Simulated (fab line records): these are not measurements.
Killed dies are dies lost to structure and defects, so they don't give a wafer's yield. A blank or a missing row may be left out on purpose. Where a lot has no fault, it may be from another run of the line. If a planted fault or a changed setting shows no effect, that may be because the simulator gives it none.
Chamber matching	flow sky130	3 sister chambers for SKY_CONTACT_CVD_00 on pecvd-01
The step deposits Si3N4, target thk 75 nm. 6 wafers are shown with their chamber, then 8 later ones without.

== WAFERS WITH THEIR CHAMBER ==
wafer	chamber	heater-power-w (W)
L085.1	0	744
L085.5	0	731
L086.4	2	736
L089.3	1	668
L089.6	2	721
L092.1	1	606

== WAFERS MISSING THEIR CHAMBER ==
wafer	heater-power-w (W)
L092.3	609
L092.6	717
L095.1	783
L095.2	711
L095.3	734
L095.4	584
L095.5	756
L095.6	720

== THE CHAMBER EACH PASSED THROUGH ==
wafer	from the rows above	in truth
L092.3	1	1
L092.6	can't be placed: 2 or 0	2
L095.1	can't be placed: 0 or 2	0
L095.2	can't be placed: 2 or 0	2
L095.3	can't be placed: 0 or 2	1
L095.4	1	1
L095.5	can't be placed: 0 or 2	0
L095.6	can't be placed: 2 or 0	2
Correctly placed: 2 of 8. From these rows, 6 cannot be placed; in 5 the true chamber is one of the candidates. 0 placed wrongly.
How it was worked out, from the rows above alone: a wafer's distance from a chamber is the root of the sum, over the readings, of the square of ((its reading less the chamber's mean) divided by the reading's scatter). The wafer belongs to the nearest chamber; if the next one is less than 2 further off, it can't be placed. For every chamber, the mean is computed from those of its wafers that are shown. The scatter: the root of (the sum of the squares of (reading less its chamber's mean) over the shown wafers, divided by (wafers less chambers)).
